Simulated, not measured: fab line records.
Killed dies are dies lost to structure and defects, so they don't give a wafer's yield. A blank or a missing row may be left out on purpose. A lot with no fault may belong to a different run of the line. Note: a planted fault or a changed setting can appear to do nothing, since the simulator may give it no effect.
Check of tool commonality -- flow gf180mcu -- 42 wafers sampled across 14 lots

== WHY IT WAS OPENED ==
Of 14 lots, 2 have the reading MVSD_RS flagged at GF_VT_IMPLANT_RS_MEAS_46. No-fault wafers: 456.7 ohm/sq, standard deviation 1.1.
Rule: a lot gets a flag if all its wafers with a number sit over 4 standard deviations from that mean, or if no wafer of it has a number. All remaining lots are regarded as sound.

lot,measured,on,"MVSD_RS (ohm/sq), wafer by wafer",flag
L286,day 7 06:16,film-metro-03,457.1 457.7 456.9,
L288,day 8 16:10,film-metro-04,456.5 456.1 458.0,
L289,day 8 18:05,film-metro-03,457.5 455.8 457.5,
L290,day 8 23:00,film-metro-01,455.8 455.5 455.4,
L292,day 9 03:13,film-metro-04,455.6 454.5 454.3,
L294,day 9 21:29,film-metro-01,456.6 457.4 455.9,
L295,day 10 08:22,film-metro-01,456.7 457.4 457.5,
L299,day 11 08:31,film-metro-01,456.7 456.2 456.0,
L302,day 12 10:46,film-metro-01,440.0 439.1 440.4,FLAGGED
L304,day 12 17:29,film-metro-01,439.9 440.5 440.7,FLAGGED
L305,day 13 02:55,film-metro-03,458.0 455.9 458.3,
L306,day 13 09:44,film-metro-03,456.1 456.8 457.9,
L307,day 13 17:19,film-metro-01,456.7 456.8 457.4,
L309,day 14 04:27,film-metro-01,454.4 455.6 455.9,
Average over the flagged lots: 440.1 ohm/sq; offset from the usual -16.6 ohm/sq, equal to -15 standard deviations.

== WHICH TOOL RAN EACH LOT ==
The record holds 1 process step before the reading, out of a route of 602 steps. Cell contents, in order: the tool; ch with the chambers the sampled wafers went through; the start.
lot,flag,GF_MVSD_IMPLANT_09
L286,,"implanter-04 ch 0, day 4 03:49"
L288,,"implanter-04 ch 0, day 5 08:00"
L289,,"implanter-01 ch 0, day 5 09:39"
L290,,"implanter-04 ch 0, day 5 12:46"
L292,,"implanter-04 ch 0, day 5 16:54"
L294,,"implanter-04 ch 0, day 6 08:58"
L295,,"implanter-01 ch 0, day 6 17:30"
L299,,"implanter-04 ch 0, day 7 14:15"
L302,FLAGGED,"implanter-01 ch 0, day 8 13:23"
L304,FLAGGED,"implanter-01 ch 0, day 8 21:06"
L305,,"implanter-04 ch 0, day 9 04:05"
L306,,"implanter-03 ch 0, day 9 10:56"
L307,,"implanter-04 ch 0, day 9 17:26"
L309,,"implanter-03 ch 0, day 10 03:18"
What these steps do:
- GF_MVSD_IMPLANT_09
- GF_VT_IMPLANT_RS_MEAS_46: measures by four-point-probe.

== FLAGGED AGAINST TOTAL, ONE TOOL AT A TIME (gauges that did the reading follow at the end) ==
step,tool,lots run,flagged,share of the flagged lots,sound lots run after its first flagged lot
GF_MVSD_IMPLANT_09,implanter-01,4,2,all,0
GF_MVSD_IMPLANT_09,implanter-03,2,0,none,-
GF_MVSD_IMPLANT_09,implanter-04,8,0,none,-
GF_VT_IMPLANT_RS_MEAS_46,film-metro-01,8,2,all,"2 (L307,L309)"
GF_VT_IMPLANT_RS_MEAS_46,film-metro-03,4,0,none,-
GF_VT_IMPLANT_RS_MEAS_46,film-metro-04,2,0,none,-

== WHAT THE TABLE PERMITS ==
In 2 table rows, all flagged lots were run: implanter-01 (GF_MVSD_IMPLANT_09), film-metro-01 (GF_VT_IMPLANT_RS_MEAS_46).
- implanter-01 at GF_MVSD_IMPLANT_09 ran 4 lots, 2 of them flagged. A fault beginning between L295 (day 6 17:30), its last sound lot, and L302 (day 8 13:23), its first flagged one, fits the data. Its own readings (beam-on-s, faraday-current-uA) fall more than 4 standard deviations out on all wafers of the flagged lots.
- film-metro-01 at GF_VT_IMPLANT_RS_MEAS_46 ran 8 lots, 2 of them flagged. Sound lots followed the first flagged one (L307, L309) on it, something a lasting fault affecting the whole tool could not allow.
What remains is a single tool, implanter-01 at GF_MVSD_IMPLANT_09.

== WHAT WAS PUT IN BY THE SIMULATOR ==
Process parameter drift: implanter-01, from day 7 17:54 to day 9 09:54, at GF_MVSD_IMPLANT_09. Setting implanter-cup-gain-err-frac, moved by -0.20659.
Lots struck among those shown: L302, L304. The rule above reached the same finding.
